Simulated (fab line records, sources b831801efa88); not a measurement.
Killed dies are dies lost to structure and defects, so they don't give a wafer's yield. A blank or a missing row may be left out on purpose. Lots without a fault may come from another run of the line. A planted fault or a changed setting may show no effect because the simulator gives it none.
A struck lot beside a sound one | flow sky130 | 16 steps out of a route of 708
Sound: wafers L573.1, L573.3, L573.6. Struck: wafers L585.2, L585.3, L585.4. The cause comes at the end.
At each step with rows: each side's tool, then ch and its chambers, then its first start. Under that, the readings that differ: sound wafers | struck wafers | difference of the means | sigmas: that difference in standard deviations of wafers without a fault.
alike: readings whose means differ by less than 2 such deviations, and words and numbers that are the same on both sides. not compared: withheld readings, readings that some wafer has no value for, bounds like >300 that may hide the same value, and numbers for which the record gives no deviation and whose values overlap.
The two part at a step that has a row with sigmas, a row that says differs or no value, or rows on one side only. Numbers that don't overlap but have no deviation are shown without sigmas and don't part them. A reading that every wafer of one side lacks parts them only if that side has two wafers or more.

first, 2 steps without rows for these wafers: SKY_METAL3_PEB_11; SKY_METAL3_DEVELOP_12 (develop time 60 s).
SKY_METAL3_CD_MEAS_13: target cd 300 nm.
  sound on cd_sem-01, day 38 20:53; struck on cd_sem-01, day 42 17:45
  alike: cd_nm
SKY_METAL3_OVL_MEAS_14:
  sound on overlay-01, day 38 21:00; struck on overlay-01, day 42 17:52
  alike: METAL3_OVL
then, 1 step without rows for these wafers: SKY_METAL3_DESCUM_15 (chemistry O2, time 8 s).
SKY_METAL3_ETCH_16: etches BARC in N2/H2, stops on SiO2, time 88.2 s, target depth 60 nm.
  sound on rie_metal-04 ch 1, day 38 21:04; struck on rie_metal-01 ch 0,1, day 42 17:55
  reading                     | sound       | struck      | difference | sigmas
  drypump_motor_current_A (A) | 6.4 6.5 6.5 | 5.5 5.5 5.7 | -0.9       | -3
  alike: oes_product_au, rf_fwd_power_W, throttle_valve_pct
  not compared: rf_hours_counter_h
SKY_METAL3_ETCH_17: etches SiO2 in C4F8/O2/Ar, stops on TiN, time 3.9 s, target depth 15 nm.
  sound on rie_diel-04 ch 0,1,2, day 38 21:10; struck on rie_diel-04 ch 0,1,3, day 42 18:01
  alike: oes_product_au, rf_fwd_power_W
  not compared: rf_hours_counter_h
SKY_METAL3_METAL_ETCH_18: etches the open film in Cl2/BCl3, stops on SiO2, target depth 845 nm, time 183.1 s.
  sound on rie_metal-01 ch 0, day 38 21:11; struck on rie_metal-02 ch 0,1, day 42 18:02
  alike: drypump_motor_current_A, oes_product_au, rf_fwd_power_W, throttle_valve_pct
  not compared: rf_hours_counter_h
SKY_METAL3_STRIP_19: strips in O2/N2.
  sound on plasma_asher-04 ch 0, day 38 21:22; struck on plasma_asher-04 ch 0,1, day 42 18:13
  alike: drypump_motor_current_A, o2_flow_sccm, oes_product_au, strip_time_to_endpoint_s
  not compared: rf_hours_counter_h
then, 3 steps without rows for these wafers: SKY_METAL3_STRIP_20 (strips in post etch residue remover, time 1200 s); SKY_METAL3_CLEAN_21 (cleans in IPA, time 180 s); SKY_METAL3_CLEAN_22 (cleans in O3/DIW).
SKY_VIA3_HDPCVD_00: deposits SiO2, target thk 1635 nm, time 272.5 s.
  sound on hdpcvd-02 ch 1,2, day 38 21:58; struck on hdpcvd-02 ch 1,2, day 42 18:55
  reading                                  | sound             | struck            | difference | sigmas
  run_length_s (s)                         | 300.5 300.8 300.5 | 239.0 238.4 238.7 | -61.9      | -99 or more
  model.SiO2_of_VIA3_HDPCVD_00.thk_nm (nm) | 1652 1639 1660    | 1279 1250 1243    | -393       |
SKY_VIA3_THK_MEAS_01:
  sound on film_metro-04, day 38 22:08; struck on film_metro-01, day 42 19:05
  reading              | sound          | struck         | difference | sigmas
  VIA3_HDPCVD_THK (nm) | 1651 1639 1660 | 1280 1249 1243 | -393       | -19
SKY_VIA3_CMP_02: polishes SiO2.
  sound on cmp-01 ch 0,2, day 38 22:11; struck on cmp-01 ch 0,2,3, day 42 19:08
  alike: motor_current_A
-- the record jumps here: 6 days lie between the struck wafers' starts before and after (it left off in module VIA3 and takes up again in module PAD_OPEN, whose first step shown is number 708 of the route) --
SKY_PAD_OPEN_PROBE_99:
  sound on prober-01, day 46 02:46; struck on prober-01, day 49 05:03
  alike: defect_limited_yield, killed_at_M0_to_M3, killed_at_M4_up, killed_at_contacts, killed_at_front_end, killed_at_other, killed_dies, killed_open, killed_short, sort_bin_3_pad_short, sort_bin_5_function, sort_bin_6_memory, sort_n_pass, sort_yield_pct
  not compared: model.etest.met4_comb.leak_log10_a_um

WHERE THEY PART
First at SKY_METAL3_ETCH_16; last, within this record, at SKY_VIA3_THK_MEAS_01. Later steps at which nothing parts them and some readings are alike: SKY_VIA3_CMP_02, SKY_PAD_OPEN_PROBE_99.

WHY: what the simulator had put in
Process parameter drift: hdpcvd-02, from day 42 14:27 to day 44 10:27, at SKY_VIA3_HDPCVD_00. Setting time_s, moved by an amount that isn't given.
